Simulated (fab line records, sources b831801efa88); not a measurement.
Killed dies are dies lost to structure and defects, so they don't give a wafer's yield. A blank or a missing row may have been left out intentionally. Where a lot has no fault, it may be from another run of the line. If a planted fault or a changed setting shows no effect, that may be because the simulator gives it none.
Which of the tools did it? || flow sky130 || 13 lots, 39 wafers sampled, at 4 steps of a route of 708

WHAT THE GAUGES READ, wafer by wafer
SKY_LDD_P_OVL_MEAS_08.
{"lot": "L585", "measured": "day 19 21:24", "on": "overlay-02", "LDD_P_OVL (nm)": "-0.1 0.1 -0.5"}
{"lot": "L586", "measured": "day 21 02:06", "on": "overlay-02", "LDD_P_OVL (nm)": "0.9 2.2 1.7"}
{"lot": "L587", "measured": "day 21 03:09", "on": "overlay-01", "LDD_P_OVL (nm)": "1.3 3.6 2.9"}
{"lot": "L592", "measured": "day 22 02:02", "on": "overlay-02", "LDD_P_OVL (nm)": "1.7 2.4 0.8"}
{"lot": "L590", "measured": "day 22 03:48", "on": "overlay-01", "LDD_P_OVL (nm)": "0.9 -0.5 -1.2"}
{"lot": "L591", "measured": "day 22 05:18", "on": "overlay-02", "LDD_P_OVL (nm)": "2.7 1.9 1.2"}
{"lot": "L593", "measured": "day 22 12:01", "on": "overlay-02", "LDD_P_OVL (nm)": "1.8 0.8 0.3"}
{"lot": "L597", "measured": "day 23 21:48", "on": "overlay-01", "LDD_P_OVL (nm)": "0.8 -1.0 -2.3"}
{"lot": "L599", "measured": "day 24 15:29", "on": "overlay-01", "LDD_P_OVL (nm)": "-0.4 -1.9 0.0"}
{"lot": "L600", "measured": "day 24 23:48", "on": "overlay-01", "LDD_P_OVL (nm)": "0.2 -0.4 0.8"}
{"lot": "L602", "measured": "day 25 12:29", "on": "overlay-01", "LDD_P_OVL (nm)": "1.5 2.0 0.8"}
{"lot": "L603", "measured": "day 25 22:17", "on": "overlay-02", "LDD_P_OVL (nm)": "2.0 0.7 2.0"}
{"lot": "L607", "measured": "day 27 08:00", "on": "overlay-01", "LDD_P_OVL (nm)": "3.5 -1.6 0.6"}

SKY_LDD_HVP_OVL_MEAS_07.
{"lot": "L585", "measured": "day 22 10:19", "on": "overlay-02", "LDD_HVP_OVL (nm)": "0.7 2.7 1.3"}
{"lot": "L586", "measured": "day 23 14:19", "on": "overlay-01", "LDD_HVP_OVL (nm)": "4.3 2.9 3.6"}
{"lot": "L587", "measured": "day 23 15:26", "on": "overlay-01", "LDD_HVP_OVL (nm)": "2.2 1.6 2.6"}
{"lot": "L592", "measured": "day 24 14:34", "on": "overlay-02", "LDD_HVP_OVL (nm)": "3.7 3.9 3.0"}
{"lot": "L590", "measured": "day 24 16:35", "on": "overlay-01", "LDD_HVP_OVL (nm)": "2.1 3.1 2.5"}
{"lot": "L591", "measured": "day 24 17:55", "on": "overlay-02", "LDD_HVP_OVL (nm)": "0.0 0.1 0.8"}
{"lot": "L593", "measured": "day 24 23:11", "on": "overlay-02", "LDD_HVP_OVL (nm)": "0.9 3.0 0.6"}
{"lot": "L597", "measured": "day 26 08:38", "on": "overlay-02", "LDD_HVP_OVL (nm)": "3.7 1.8 2.9"}
{"lot": "L599", "measured": "day 27 01:34", "on": "overlay-01", "LDD_HVP_OVL (nm)": "-0.8 0.9 0.6"}
{"lot": "L600", "measured": "day 27 10:04", "on": "overlay-01", "LDD_HVP_OVL (nm)": "1.0 1.1 1.0"}
{"lot": "L602", "measured": "day 27 22:25", "on": "overlay-02", "LDD_HVP_OVL (nm)": "1.1 0.1 -0.9"}
{"lot": "L603", "measured": "day 28 07:19", "on": "overlay-02", "LDD_HVP_OVL (nm)": "0.2 0.6 1.2"}
{"lot": "L607", "measured": "day 29 14:49", "on": "overlay-01", "LDD_HVP_OVL (nm)": "3.0 1.4 0.5"}

TOOL THAT RAN EACH LOT (tool first, then ch and the chambers of the sampled wafers, then the start)
{"lot": "L585", "SKY_LDD_N_IMPLANT_14": "implanter-03 ch 0, day 18 14:16", "SKY_LDD_P_STRIP_10": "plasma-asher-02 ch 0,1, day 19 21:37"}
{"lot": "L586", "SKY_LDD_N_IMPLANT_14": "implanter-04 ch 0, day 19 19:23", "SKY_LDD_P_STRIP_10": "plasma-asher-03 ch 0,1, day 21 02:17"}
{"lot": "L587", "SKY_LDD_N_IMPLANT_14": "implanter-03 ch 0, day 19 19:52", "SKY_LDD_P_STRIP_10": "plasma-asher-02 ch 0,1, day 21 03:20"}
{"lot": "L592", "SKY_LDD_N_IMPLANT_14": "implanter-02 ch 0, day 20 19:32", "SKY_LDD_P_STRIP_10": "plasma-asher-04 ch 0,1, day 22 02:13"}
{"lot": "L590", "SKY_LDD_N_IMPLANT_14": "implanter-02 ch 0, day 20 21:16", "SKY_LDD_P_STRIP_10": "plasma-asher-04 ch 0,1, day 22 04:01"}
{"lot": "L591", "SKY_LDD_N_IMPLANT_14": "implanter-04 ch 0, day 20 22:10", "SKY_LDD_P_STRIP_10": "plasma-asher-03 ch 0,1, day 22 05:29"}
{"lot": "L593", "SKY_LDD_N_IMPLANT_14": "implanter-04 ch 0, day 21 05:24", "SKY_LDD_P_STRIP_10": "plasma-asher-03 ch 0,1, day 22 12:13"}
{"lot": "L597", "SKY_LDD_N_IMPLANT_14": "implanter-04 ch 0, day 22 15:15", "SKY_LDD_P_STRIP_10": "plasma-asher-03 ch 0,1, day 23 21:59"}
{"lot": "L599", "SKY_LDD_N_IMPLANT_14": "implanter-04 ch 0, day 23 09:25", "SKY_LDD_P_STRIP_10": "plasma-asher-04 ch 0,1, day 24 15:40"}
{"lot": "L600", "SKY_LDD_N_IMPLANT_14": "implanter-02 ch 0, day 23 17:55", "SKY_LDD_P_STRIP_10": "plasma-asher-02 ch 0,1, day 24 23:59"}
{"lot": "L602", "SKY_LDD_N_IMPLANT_14": "implanter-03 ch 0, day 24 08:02", "SKY_LDD_P_STRIP_10": "plasma-asher-02 ch 0,1, day 25 12:40"}
{"lot": "L603", "SKY_LDD_N_IMPLANT_14": "implanter-03 ch 0, day 24 16:44", "SKY_LDD_P_STRIP_10": "plasma-asher-03 ch 1, day 25 22:28"}
{"lot": "L607", "SKY_LDD_N_IMPLANT_14": "implanter-02 ch 0, day 26 01:59", "SKY_LDD_P_STRIP_10": "plasma-asher-03 ch 0,1, day 27 08:11"}
- SKY_LDD_N_IMPLANT_14
- SKY_LDD_P_STRIP_10: strips in O2/N2.

AS READ BY THE TOOLS THEMSELVES (means over the sampled wafers that have a number; for cases with no such wafer, the mark the record gives instead)
SKY_LDD_N_IMPLANT_14.
{"lot": "L585", "tool": "implanter-03", "dose-ions-cm2": 5e+12, "end-station-pressure-torr (Torr)": 5.34e-06, "faraday-current-uA": 28.2, "rotation-deg (degrees)": 180.01}
{"lot": "L586", "tool": "implanter-04", "dose-ions-cm2": 5e+12, "end-station-pressure-torr (Torr)": 5.15e-06, "faraday-current-uA": 28.6, "rotation-deg (degrees)": 180.07}
{"lot": "L587", "tool": "implanter-03", "dose-ions-cm2": 5e+12, "end-station-pressure-torr (Torr)": 4.97e-06, "faraday-current-uA": 28.2, "rotation-deg (degrees)": 179.98}
{"lot": "L592", "tool": "implanter-02", "dose-ions-cm2": 5e+12, "end-station-pressure-torr (Torr)": 4.98e-06, "faraday-current-uA": 28.4, "rotation-deg (degrees)": 180.00}
{"lot": "L590", "tool": "implanter-02", "dose-ions-cm2": 5e+12, "end-station-pressure-torr (Torr)": 5.14e-06, "faraday-current-uA": 28.2, "rotation-deg (degrees)": 180.05}
{"lot": "L591", "tool": "implanter-04", "dose-ions-cm2": 5e+12, "end-station-pressure-torr (Torr)": 5.12e-06, "faraday-current-uA": 28.3, "rotation-deg (degrees)": 179.98}
{"lot": "L593", "tool": "implanter-04", "dose-ions-cm2": 5e+12, "end-station-pressure-torr (Torr)": 5.06e-06, "faraday-current-uA": 28.8, "rotation-deg (degrees)": 180.02}
{"lot": "L597", "tool": "implanter-04", "dose-ions-cm2": 1e+13, "end-station-pressure-torr (Torr)": 4.89e-06, "faraday-current-uA": 55.2, "rotation-deg (degrees)": 179.96}
{"lot": "L599", "tool": "implanter-04", "dose-ions-cm2": 1e+13, "end-station-pressure-torr (Torr)": 4.88e-06, "faraday-current-uA": 55.4, "rotation-deg (degrees)": 180.01}
{"lot": "L600", "tool": "implanter-02", "dose-ions-cm2": 5e+12, "end-station-pressure-torr (Torr)": 4.95e-06, "faraday-current-uA": 28.8, "rotation-deg (degrees)": 179.96}
{"lot": "L602", "tool": "implanter-03", "dose-ions-cm2": 5e+12, "end-station-pressure-torr (Torr)": 5.02e-06, "faraday-current-uA": 28.1, "rotation-deg (degrees)": 180.00}
{"lot": "L603", "tool": "implanter-03", "dose-ions-cm2": 5e+12, "end-station-pressure-torr (Torr)": 5.07e-06, "faraday-current-uA": 28.0, "rotation-deg (degrees)": 180.00}
{"lot": "L607", "tool": "implanter-02", "dose-ions-cm2": 5e+12, "end-station-pressure-torr (Torr)": 4.79e-06, "faraday-current-uA": 28.7, "rotation-deg (degrees)": 180.02}

SKY_LDD_P_STRIP_10.
{"lot": "L585", "tool": "plasma-asher-02", "drypump-motor-current-A (A)": 5.75, "oes-product-au (a.u.)": 0.712, "strip-time-to-endpoint-s (s)": 14.15}
{"lot": "L586", "tool": "plasma-asher-03", "drypump-motor-current-A (A)": 5.67, "oes-product-au (a.u.)": 0.713, "strip-time-to-endpoint-s (s)": 14.15}
{"lot": "L587", "tool": "plasma-asher-02", "drypump-motor-current-A (A)": 5.61, "oes-product-au (a.u.)": 0.717, "strip-time-to-endpoint-s (s)": 14.17}
{"lot": "L592", "tool": "plasma-asher-04", "drypump-motor-current-A (A)": 6.05, "oes-product-au (a.u.)": 0.712, "strip-time-to-endpoint-s (s)": 14.29}
{"lot": "L590", "tool": "plasma-asher-04", "drypump-motor-current-A (A)": 5.92, "oes-product-au (a.u.)": 0.717, "strip-time-to-endpoint-s (s)": 14.19}
{"lot": "L591", "tool": "plasma-asher-03", "drypump-motor-current-A (A)": 5.70, "oes-product-au (a.u.)": 0.713, "strip-time-to-endpoint-s (s)": 14.28}
{"lot": "L593", "tool": "plasma-asher-03", "drypump-motor-current-A (A)": 5.66, "oes-product-au (a.u.)": 0.713, "strip-time-to-endpoint-s (s)": 14.21}
{"lot": "L597", "tool": "plasma-asher-03", "drypump-motor-current-A (A)": 5.66, "oes-product-au (a.u.)": 0.719, "strip-time-to-endpoint-s (s)": 14.15}
{"lot": "L599", "tool": "plasma-asher-04", "drypump-motor-current-A (A)": 5.93, "oes-product-au (a.u.)": 0.715, "strip-time-to-endpoint-s (s)": 14.21}
{"lot": "L600", "tool": "plasma-asher-02", "drypump-motor-current-A (A)": 5.76, "oes-product-au (a.u.)": 0.724, "strip-time-to-endpoint-s (s)": 14.20}
{"lot": "L602", "tool": "plasma-asher-02", "drypump-motor-current-A (A)": 5.73, "oes-product-au (a.u.)": 0.715, "strip-time-to-endpoint-s (s)": 14.27}
{"lot": "L603", "tool": "plasma-asher-03", "drypump-motor-current-A (A)": 5.75, "oes-product-au (a.u.)": 0.719, "strip-time-to-endpoint-s (s)": 14.16}
{"lot": "L607", "tool": "plasma-asher-03", "drypump-motor-current-A (A)": 5.65, "oes-product-au (a.u.)": 0.714, "strip-time-to-endpoint-s (s)": 14.22}

THE ANSWER, worked out from the rows above alone
Rule: usual is defined by the lots themselves. Put in order of their means at a reading, lots are off if they are a third of the lots or fewer, leave a main group of 4 or more, and stand apart from it by a gap of 3 or more times the standard deviation of the main group's means; of several such gaps the widest counts. A main group is skipped when, at the precision printed for the reading in the tables above, its means are all equal. A lot without any number at a reading at which 4 lots or more have one is off too. Where the step has rows for the other lots, those lots are counted as sound. Order of review: gauges by route order, followed by the tools' own readings, for which a lot's mean as printed above is used. The first step at which some lot is off is used, and at that step the reading that is off furthest; a lot without a number counts as furthest.
Off: L597, L599 (SKY_LDD_N_IMPLANT_14, faraday-current-uA). The main group: mean 28.4, standard deviation 0.27.
If a tool, at that step or one of the process steps before it, ran each lot that is off and ran no sound lot following the first of them, it fits. One candidate fits, namely implanter-04 at SKY_LDD_N_IMPLANT_14. Its last sound lot is L593 (day 21 05:24), its first lot that is off L597 (day 22 15:15): a fault that began between those two fits.
The tool's own readings at SKY_LDD_N_IMPLANT_14 bear it out: on the lots that are off they differ by more than 5 times the standard deviation of the sound lots' means. dose-ions-cm2 reads 1e+13 there against 5e+12 on the sound lots; faraday-current-uA reads 55.3 there against 28.4 on the sound lots.

WHAT WAS PUT IN BY THE SIMULATOR
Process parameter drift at SKY_LDD_N_IMPLANT_14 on implanter-04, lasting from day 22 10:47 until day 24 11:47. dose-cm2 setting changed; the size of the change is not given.
Shown lots that were struck: L597, L599. The rule above reached the same finding.
